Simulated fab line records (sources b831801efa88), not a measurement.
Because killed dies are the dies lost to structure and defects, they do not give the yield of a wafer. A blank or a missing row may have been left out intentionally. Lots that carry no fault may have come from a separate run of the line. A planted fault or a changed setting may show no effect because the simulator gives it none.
8D (eight disciplines) problem report, filled in by code / flow sky130 / the parts of the form that need people (team, actions taken, sign-off) are left out

## 1. PROBLEM STATEMENT
Wafers without a fault read 200.0 W, standard deviation 0.62; biasW at SKY_CONTACT_ETCH_18 reads a mean of 160.7 W on 2 wafers belonging to 2 lots. Relative to the usual mean, that is a shift of -63 standard deviations.
The step: etches Si3N4 in CHF3/O2, stops on TiN, time 39 s, target depth 75 nm.
Seen first at day 38 01:00 on rieDiel-03, wafer L268.4. Wafers with a number at this step in the record: 18, from 6 lots. Rule for "out", or "out of limits": more than 4 standard deviations from the usual mean. All remaining wafers that have a number are taken as sound.

## 2. WHAT THIS IS AND IS NOT
question=which readings at this step | is=biasW | is not=drypumpMotorCurrentA, oesProductAu
question=which lots | is=L268, L270 | is not=L256, L260, L265, L271
question=which wafers of those lots | is=L268.4, L270.3 | is not=L268.1, L268.3, L270.2, L270.5
question=read on which tools | is=rieDiel-03 | is not=rieDiel-01, rieDiel-04
question=when | is=from day 38 01:00 | is not=up to then (11 sound wafers); but 5 sound wafers of L270, L271 came after

## 3. WHAT RULES OUT EACH SUSPECT
Counting: if a tool at a process step up to the reading ran every lot that is out, it stays a suspect. Sound lots after the first of them don't rule it out here, since some wafers of a struck lot are sound.
- rieDiel-03 at SKY_CONTACT_ETCH_16 (etches BARC in N2/H2, stops on SiO2, time 45.9 s, target depth 60 nm): kept. It processed each lot that is out (first: L268, day 38 01:23); up to then, its last sound lot is L256 (day 34 06:02).
- rieDiel-03 at SKY_CONTACT_ETCH_17 (etches SiO2 in C4F8/O2/Ar, stops on Si3N4, target depth 340 nm): kept. It processed each lot that is out (first: L268, day 38 01:25); up to then, its last sound lot is L256 (day 34 06:05).
- rieDiel-03 at SKY_CONTACT_ETCH_18 (etches Si3N4 in CHF3/O2, stops on TiN, time 39 s, target depth 75 nm): kept. It processed each lot that is out (first: L268, day 38 01:00); up to then, its last sound lot is L256 (day 34 06:00). Its own biasW readings are out on those wafers.
- Within rieDiel-03 at SKY_CONTACT_ETCH_16: the wafers that are out ran in chamber 2; their sound lot-mates ran in chambers 1, 3.
- Within rieDiel-03 at SKY_CONTACT_ETCH_17: the wafers that are out ran in chamber 2; their sound lot-mates ran in chambers 1, 3.
- Within rieDiel-03 at SKY_CONTACT_ETCH_18: the wafers that are out ran in chamber 2; their sound lot-mates ran in chambers 1, 3.
rieDiel-03 at SKY_CONTACT_ETCH_16, rieDiel-03 at SKY_CONTACT_ETCH_17 and rieDiel-03 at SKY_CONTACT_ETCH_18 are what is left after counting.

## 4. THE CAUSE (what the simulator had put in)
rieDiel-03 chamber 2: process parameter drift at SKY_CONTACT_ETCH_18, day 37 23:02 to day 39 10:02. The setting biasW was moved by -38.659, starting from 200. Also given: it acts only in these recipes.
This tool is one of the 3 suspects left after counting.

## 5. THE CHAIN OF EFFECTS, in route order
Each row: a reading where the mean over the struck wafers with a number is more than 3 standard deviations away from the usual. Only readings for which the record gives a usual standard deviation are gone through. hours: the time from each lot's start at the first step in this table that gives one to its start at this step, as a median over the lots. sigmas: the change in usual standard deviations.
hours=0; step=SKY_CONTACT_ETCH_18; reading=biasW; usual=200.0 W; on struck wafers=160.7; change=-39.3; sigmas=-63
Process steps it contains:
- SKY_CONTACT_ETCH_18: etches Si3N4 in CHF3/O2, stops on TiN, time 39 s, target depth 75 nm.

## 6. HOW IT WOULD HAVE BEEN CAUGHT EARLIER
2 hours passed between the start of the fault at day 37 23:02 and the first reading out of limits in this record, taken at day 38 01:00.
